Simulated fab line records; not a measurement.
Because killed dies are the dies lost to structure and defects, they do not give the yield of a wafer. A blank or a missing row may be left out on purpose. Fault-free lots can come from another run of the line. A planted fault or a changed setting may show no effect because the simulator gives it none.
Which tool did it? :: flow gf180mcu :: 6 lots with 18 wafers sampled at 2 steps, on a route of 602 steps

== WHAT THE GAUGES READ, wafer by wafer ==
GF_V1_OVL_MEAS_15.
lot: L485
measured: day 19 08:56
on: overlay-01
V1_OVL (nm): -3 -1 -6

lot: L487
measured: day 20 13:41
on: overlay-02
V1_OVL (nm): -3 -1 -2

lot: L491
measured: day 21 18:14
on: overlay-02
V1_OVL (nm): 8 12 5

lot: L493
measured: day 22 07:38
on: overlay-01
V1_OVL (nm): 8 -1 2

lot: L497
measured: day 23 14:07
on: overlay-01
V1_OVL (nm): 0 8 15

lot: L501
measured: day 24 18:20
on: overlay-02
V1_OVL (nm): -5 -6 5

== WHICH TOOL RAN EACH LOT (tool, then ch and the chambers of the sampled wafers, then the start) ==
lot: L485
GF_M1_SPUTTER_01: pvdSputter-02, day 17 08:10

lot: L487
GF_M1_SPUTTER_01: pvdSputter-02, day 18 11:23

lot: L491
GF_M1_SPUTTER_01: pvdSputter-01, day 19 17:21

lot: L493
GF_M1_SPUTTER_01: pvdSputter-02, day 20 06:59

lot: L497
GF_M1_SPUTTER_01: pvdSputter-01, day 21 15:14

lot: L501
GF_M1_SPUTTER_01: pvdSputter-01, day 22 20:09
- GF_M1_SPUTTER_01: material TiN, target thk 30 nm, time 25 s.

== THE ANSWER, worked out from the rows above alone ==
Rule: the lots themselves supply what counts as usual. Put in order of their means at a reading, lots are off if they are a third of the lots or fewer, leave a main group of 4 or more, and stand apart from it by a gap of 3 or more times the standard deviation of the main group's means; of several such gaps the widest counts. The tables above print the reading to a certain number of digits; a main group whose means all agree to those digits is not used. A lot without any number at a reading at which 4 lots or more have one is off too. Any other lot the step has rows for is counted as sound.
No lot is off at any reading shown: from this, nothing can be told.

== WHAT WAS PUT IN BY THE SIMULATOR ==
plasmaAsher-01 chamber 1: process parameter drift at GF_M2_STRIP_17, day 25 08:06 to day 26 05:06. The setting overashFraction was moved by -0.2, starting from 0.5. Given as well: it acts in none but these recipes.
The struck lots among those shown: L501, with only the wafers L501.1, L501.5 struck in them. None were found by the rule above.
